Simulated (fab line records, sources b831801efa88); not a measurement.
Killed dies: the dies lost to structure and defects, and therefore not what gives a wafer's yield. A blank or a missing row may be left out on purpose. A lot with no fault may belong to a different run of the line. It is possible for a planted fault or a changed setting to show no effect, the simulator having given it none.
Matching of chambers || flow sky130 || SKY_VIA3_CMP_24 on cmp-02 has 4 sister chambers
The step polishes, stops on SiO2, t overpolish 20 s, target thk 0 nm. 4 wafers are shown with their chamber, then 12 later ones without.

WAFERS PAIRED WITH THEIR CHAMBERS
{"wafer": "L085.6", "chamber": 1, "motorCurrentA (A)": 13.6}
{"wafer": "L088.2", "chamber": 2, "motorCurrentA (A)": 9.5}
{"wafer": "L088.4", "chamber": 3, "motorCurrentA (A)": 9.6}
{"wafer": "L088.5", "chamber": 0, "motorCurrentA (A)": 12.9}

WAFERS MISSING THEIR CHAMBER
{"wafer": "L089.3", "motorCurrentA (A)": 9.0}
{"wafer": "L089.4", "motorCurrentA (A)": 10.1}
{"wafer": "L089.5", "motorCurrentA (A)": 13.1}
{"wafer": "L090.1", "motorCurrentA (A)": 12.5}
{"wafer": "L090.4", "motorCurrentA (A)": 9.1}
{"wafer": "L090.6", "motorCurrentA (A)": 13.5}
{"wafer": "L095.1", "motorCurrentA (A)": 12.6}
{"wafer": "L095.2", "motorCurrentA (A)": 10.1}
{"wafer": "L095.4", "motorCurrentA (A)": 12.7}
{"wafer": "L097.2", "motorCurrentA (A)": 13.1}
{"wafer": "L097.3", "motorCurrentA (A)": 9.6}
{"wafer": "L097.5", "motorCurrentA (A)": 13.6}

WHICH CHAMBER EACH ONE RAN IN
{"wafer": "L089.3", "from the rows above": "can't be placed: 2 or 3", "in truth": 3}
{"wafer": "L089.4", "from the rows above": "can't be placed: 3 or 2", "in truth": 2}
{"wafer": "L089.5", "from the rows above": "can't be placed: 0 or 1", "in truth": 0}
{"wafer": "L090.1", "from the rows above": 0, "in truth": 0}
{"wafer": "L090.4", "from the rows above": "can't be placed: 2 or 3", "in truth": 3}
{"wafer": "L090.6", "from the rows above": "can't be placed: 1 or 0", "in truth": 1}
{"wafer": "L095.1", "from the rows above": 0, "in truth": 0}
{"wafer": "L095.2", "from the rows above": "can't be placed: 3 or 2", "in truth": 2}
{"wafer": "L095.4", "from the rows above": 0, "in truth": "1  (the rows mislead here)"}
{"wafer": "L097.2", "from the rows above": "can't be placed: 0 or 1", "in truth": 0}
{"wafer": "L097.3", "from the rows above": "can't be placed: 3 or 2", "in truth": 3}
{"wafer": "L097.5", "from the rows above": 1, "in truth": 1}
3 of 12 placed correctly. Unplaceable from these rows: 8, with the true chamber sitting among the candidates in 8. Wrongly placed: 1.
How it was worked out, from the rows above alone: a wafer's distance from a chamber is the root of the sum, over the readings, of the square of ((its reading less the chamber's mean) divided by the reading's scatter). The wafer belongs to the nearest chamber; if the next one is less than 2 further off, it can't be placed. The mean given for a chamber averages the wafers shown for that chamber. The scatter (one wafer shown for each chamber): square how far every hidden wafer sits from the nearest shown wafer, average those squares and take the square root.
